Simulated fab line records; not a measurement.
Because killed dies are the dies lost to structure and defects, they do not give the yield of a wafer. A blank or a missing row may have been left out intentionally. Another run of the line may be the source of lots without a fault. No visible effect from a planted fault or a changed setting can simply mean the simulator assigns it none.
What tool caused it? | flow gf180mcu | Sampling: 12 lots, 36 wafers, 6 of 602 route steps

WHAT EACH GAUGE READ, for each wafer
GF_STI_THK_MEAS_02.
lot  | measured    | on           | STI_OXIDATION_THK (nm)
L926 | day 1 11:32 | filmMetro-04 | 9.99 10.14 10.15
L928 | day 1 21:54 | filmMetro-04 | 10.42 10.34 10.76
L931 | day 2 12:35 | filmMetro-03 | 9.96 10.13 10.10
L933 | day 2 22:31 | filmMetro-04 | 10.16 10.32 10.09
L934 | day 3 04:26 | filmMetro-04 | 10.04 10.18 10.19
L937 | day 3 18:31 | filmMetro-02 | 10.19 10.18 10.16
L940 | day 4 09:31 | filmMetro-04 | 10.46 10.36 10.27
L944 | day 5 05:31 | filmMetro-02 | 10.20 10.15 10.10
L945 | day 5 11:25 | filmMetro-04 | 10.00 10.03 9.97
L946 | day 5 16:16 | filmMetro-02 | 10.03 10.11 10.08
L948 | day 6 01:31 | filmMetro-03 | 9.90 9.95 9.78
L949 | day 6 06:31 | filmMetro-04 | 9.83 9.97 9.92

GF_STI_THK_MEAS_22.
lot  | measured    | on           | STI_OXIDATION_01_THK (nm)
L926 | day 2 03:28 | filmMetro-04 | 15.21 15.33 15.37
L928 | day 2 15:18 | filmMetro-04 | 14.84 14.91 14.98
L931 | day 3 05:12 | filmMetro-03 | 15.27 15.47 15.20
L933 | day 3 16:22 | filmMetro-03 | 15.70 15.57 15.62
L934 | day 3 21:32 | filmMetro-04 | 14.95 14.94 15.06
L937 | day 4 11:52 | filmMetro-02 | 15.72 15.79 15.68
L940 | day 5 03:38 | filmMetro-04 | 15.76 15.67 15.83
L944 | day 6 00:45 | filmMetro-02 | 15.27 15.31 15.52
L945 | day 6 06:04 | filmMetro-02 | 14.62 14.61 14.66
L946 | day 6 12:12 | filmMetro-04 | 15.25 15.18 15.42
L948 | day 6 20:08 | filmMetro-02 | 15.17 15.12 14.86
L949 | day 7 01:50 | filmMetro-02 | 15.13 15.02 14.98

GF_NWELL_TW_MEAS_11.
lot  | measured    | on           | NWELL_TW
L926 | day 3 06:52 | filmMetro-02 | 1566 1577 1579
L928 | day 3 20:23 | filmMetro-01 | 1556 1551 1553
L931 | day 4 11:12 | filmMetro-01 | 1557 1551 1562
L933 | day 4 23:02 | filmMetro-03 | 1576 1562 1569
L934 | day 5 03:51 | filmMetro-03 | 1629 1625 1628
L937 | day 5 20:32 | filmMetro-01 | 1603 1605 1598
L940 | day 6 12:41 | filmMetro-02 | 1573 1582 1573
L944 | day 7 10:19 | filmMetro-02 | 1576 1577 1570
L945 | day 7 16:00 | filmMetro-01 | 1550 1547 1546
L946 | day 7 22:39 | filmMetro-01 | 1558 1554 1558
L948 | day 8 09:31 | filmMetro-02 | 1565 1571 1574
L949 | day 8 12:34 | filmMetro-01 | 1560 1566 1569

GF_VT_IMPLANT_RS_MEAS_47: uses a four-point probe to measure.
lot  | measured     | on           | NWELL_RS (ohm/sq)
L926 | day 7 12:22  | filmMetro-01 | 491.5 489.4 488.1
L928 | day 8 05:14  | filmMetro-03 | 487.4 487.7 486.9
L931 | day 8 22:17  | filmMetro-02 | 490.4 490.4 488.2
L933 | day 9 13:05  | filmMetro-03 | 487.2 485.6 486.8
L934 | day 9 18:37  | filmMetro-02 | 462.2 463.4 462.8
L937 | day 10 15:10 | filmMetro-01 | 463.4 463.5 463.3
L940 | day 11 11:01 | filmMetro-02 | 489.0 489.1 488.9
L944 | day 12 14:39 | filmMetro-01 | 487.1 487.3 488.5
L945 | day 12 21:15 | filmMetro-01 | 487.4 486.7 488.3
L946 | day 13 06:19 | filmMetro-03 | 488.1 486.5 486.3
L948 | day 13 21:57 | filmMetro-02 | 487.9 489.1 486.6
L949 | day 13 23:10 | filmMetro-01 | 488.5 488.1 488.6

WHAT TOOL EACH LOT RAN ON (gives the tool, then ch and the chambers of the sampled wafers, and finally the start)
lot  | GF_STI_ETCH_13                   | GF_NWELL_IMPLANT_08
L926 | rieDiel-02 ch 0,3, day 2 01:43   | implanter-02 ch 0, day 3 06:29
L928 | rieDiel-03 ch 0,2,3, day 2 13:34 | implanter-03 ch 0, day 3 20:00
L931 | rieDiel-03 ch 0,1,3, day 3 03:04 | implanter-04 ch 0, day 4 10:49
L933 | rieDiel-03 ch 1,2,3, day 3 14:19 | implanter-04 ch 0, day 4 22:39
L934 | rieDiel-03 ch 1,2, day 3 19:04   | implanter-04 ch 0, day 5 03:27
L937 | rieDiel-02 ch 0,2,3, day 4 09:52 | implanter-04 ch 0, day 5 20:08
L940 | rieDiel-01 ch 1,3, day 5 01:44   | implanter-03 ch 0, day 6 12:17
L944 | rieDiel-03 ch 2,3, day 5 23:01   | implanter-02 ch 0, day 7 09:56
L945 | rieDiel-03 ch 0,1,2, day 6 04:19 | implanter-02 ch 0, day 7 15:38
L946 | rieDiel-01 ch 0,2,3, day 6 09:31 | implanter-02 ch 0, day 7 22:16
L948 | rieDiel-02 ch 0,2,3, day 6 18:22 | implanter-02 ch 0, day 8 09:08
L949 | rieDiel-01 ch 0,3, day 7 00:07   | implanter-02 ch 0, day 8 12:08
- GF_STI_ETCH_13: etches the open film in CHF3/O2, stops on Si, target depth 282.31 nm, time 115.9 s.
- GF_NWELL_IMPLANT_08

AS READ BY THE TOOLS THEMSELVES (means over the sampled wafers that have a number; for cases with no such wafer, the mark the record gives instead)
GF_STI_ETCH_13.
lot  | tool       | chf3FlowSccm (sccm) | drypumpMotorCurrentA (A) | oesProductAu (a.u.) | throttleValvePct (%)
L926 | rieDiel-02 | 49.99               | 6.1                      | 0.839               | 8.813
L928 | rieDiel-03 | 49.87               | 5.5                      | 0.826               | 8.810
L931 | rieDiel-03 | 50.03               | 5.7                      | 0.824               | 8.807
L933 | rieDiel-03 | 50.14               | 5.4                      | 0.833               | 8.814
L934 | rieDiel-03 | 50.14               | 5.3                      | 0.821               | 8.802
L937 | rieDiel-02 | 50.02               | 6.2                      | 0.826               | 8.813
L940 | rieDiel-01 | 50.03               | 5.2                      | 0.823               | 8.818
L944 | rieDiel-03 | 49.83               | 5.2                      | 0.834               | 8.818
L945 | rieDiel-03 | 49.96               | 5.6                      | 0.820               | 8.806
L946 | rieDiel-01 | 50.06               | 5.5                      | 0.839               | 8.816
L948 | rieDiel-02 | 49.92               | 6.2                      | 0.831               | 8.808
L949 | rieDiel-01 | 49.93               | 5.5                      | 0.836               | 8.811

GF_NWELL_IMPLANT_08.
lot  | tool         | doseIonsCm2 | faradayCurrentUA
L926 | implanter-02 | 1.4991e+13  | 86.2
L928 | implanter-03 | 1.4986e+13  | 83.6
L931 | implanter-04 | 1.5015e+13  | 86.4
L933 | implanter-04 | 1.4997e+13  | 85.6
L934 | implanter-04 | 1.6533e+13  | 92.6
L937 | implanter-04 | 1.6518e+13  | 93.6
L940 | implanter-03 | 1.4998e+13  | 86.2
L944 | implanter-02 | 1.5001e+13  | 85.0
L945 | implanter-02 | 1.5007e+13  | 85.1
L946 | implanter-02 | 1.5017e+13  | 85.1
L948 | implanter-02 | 1.5013e+13  | 84.4
L949 | implanter-02 | 1.5017e+13  | 84.6

THE ANSWER, worked out from the rows above alone
Rule: usual is defined by the lots themselves. The widest of any qualifying gaps counts: lots, ordered by their means at a reading, are off when they make up no more than a third of the lots, leave a main group of 4 or more, and stand apart from it by 3 or more times the standard deviation of that group's means. The tables above print the reading to a certain number of digits; a main group whose means all agree to those digits is not used. A lot without any number at a reading at which 4 lots or more have one is off too. The other lots that the step has rows for count as sound. After the gauges, taken in route order, come the tools' own readings; for these a lot's mean is taken, as printed above. The first step at which some lot is off is used, and at that step the reading that is off furthest; a lot without a number counts as furthest.
Off: L934, L937, at GF_VT_IMPLANT_RS_MEAS_47 (NWELL_RS). The main group has a mean of 488.1 ohm/sq with a standard deviation of 1.
If a tool, at a process step before that reading, ran all the lots that are off and no sound lot after the first of them, it fits. The gauges at GF_VT_IMPLANT_RS_MEAS_47 aren't tried: what is off there is off at GF_NWELL_IMPLANT_08 too, on other tools, and a gauge's error can't cause that. One candidate fits, namely implanter-04 at GF_NWELL_IMPLANT_08. Its last sound lot is L933 (day 4 22:39), its first lot that is off L934 (day 5 03:27): a fault that began between those two fits.
The tool's own readings at GF_NWELL_IMPLANT_08 bear it out: on the lots that are off they differ by more than 5 times the standard deviation of the sound lots' means. doseIonsCm2 reads 1.6526e+13 there against 1.5004e+13 on the sound lots; faradayCurrentUA reads 93.1 there against 85.2 on the sound lots.

WHAT WAS PUT IN BY THE SIMULATOR
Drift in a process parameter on implanter-04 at GF_NWELL_IMPLANT_08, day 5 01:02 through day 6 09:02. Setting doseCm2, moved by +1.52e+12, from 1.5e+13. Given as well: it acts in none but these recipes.
Lots struck among those shown: L934, L937. Same finding as the rule above.
